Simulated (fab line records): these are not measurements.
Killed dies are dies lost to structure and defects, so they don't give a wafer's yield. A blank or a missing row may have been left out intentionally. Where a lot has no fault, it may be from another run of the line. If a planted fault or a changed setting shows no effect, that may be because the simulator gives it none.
One fault seen from 2 desks / flow sky130 / only its own numbers are on each desk; what lay behind them is given at the end

== DESK OF THE TOOL OWNER: rie diel-02 ==
The tool's own readings at SKY_POLY_CUT_ETCH_10 (etches BARC in N2/H2, stops on SiO2, time 45.9 s, target depth 60 nm): means of the sampled wafers that have a number, for each lot that ran on this tool. Any lot whose mean is over 4 standard deviations away from the usual mean is out of limits and marked OUT; that distance is given in the brackets.
Columns: A = drypump motor current A at SKY_POLY_CUT_ETCH_10, usual 5.8 A; B = oes product au at SKY_POLY_CUT_ETCH_10, usual 0.854 a.u.; C = throttle valve pct at SKY_POLY_CUT_ETCH_10, usual 13.225 %
lot=L656; first seen here=day 24 08:09; A=5.6; B=0.851; C=13.221
lot=L665; first seen here=day 27 14:11; A=5.5; B=0.854; C=13.226
lot=L673; first seen here=day 30 15:12; A=5.3; B=0.859; C=13.220
Result from this desk: across the 3 lots, nothing is out of limits.

== AT THE METROLOGY DESK ==
Means of the sampled wafers that have a number, per lot and without regard to the tool the lot ran on: this is what the gauges read. Any lot whose mean is over 4 standard deviations away from the usual mean is out of limits and marked OUT; that distance is given in the brackets.
Columns: A = LDD_HVN_OVL at SKY_LDD_HVN_OVL_MEAS_07, usual 0.6 nm; B = LDD_HVN_TW at SKY_LDD_HVN_TW_MEAS_10, usual 1444
lot=L655; first seen here=day 19 17:59; A=1.2; B=1444
lot=L656; first seen here=day 20 10:30; A=-0.2; B=1453
lot=L659; first seen here=day 22 17:55; A=-1.4; B=1449
lot=L665; first seen here=day 23 19:48; A=1.3; B=1460
lot=L671; first seen here=day 26 11:06; A=-0.8; B=1446
lot=L673; first seen here=day 26 23:38; A=-1.3; B=1466
lot=L672; first seen here=day 27 04:32; A=-0.1; B=1430
lot=L674; first seen here=day 27 11:41; A=0.6; B=1444
lot=L676; first seen here=day 27 13:09; A=1.6; B=1461
lot=L677; first seen here=day 28 03:59; A=-0.8; B=1428
lot=L678; first seen here=day 28 05:29; A=1.7; B=1436
Result from this desk: across the 11 lots, nothing is out of limits.

== TAKEN TOGETHER ==
Nothing out of limits was seen by the tool owner's desk.
From the metrology desk's view, nothing was out of limits.

== WHAT THE SIMULATOR HAD INSERTED ==
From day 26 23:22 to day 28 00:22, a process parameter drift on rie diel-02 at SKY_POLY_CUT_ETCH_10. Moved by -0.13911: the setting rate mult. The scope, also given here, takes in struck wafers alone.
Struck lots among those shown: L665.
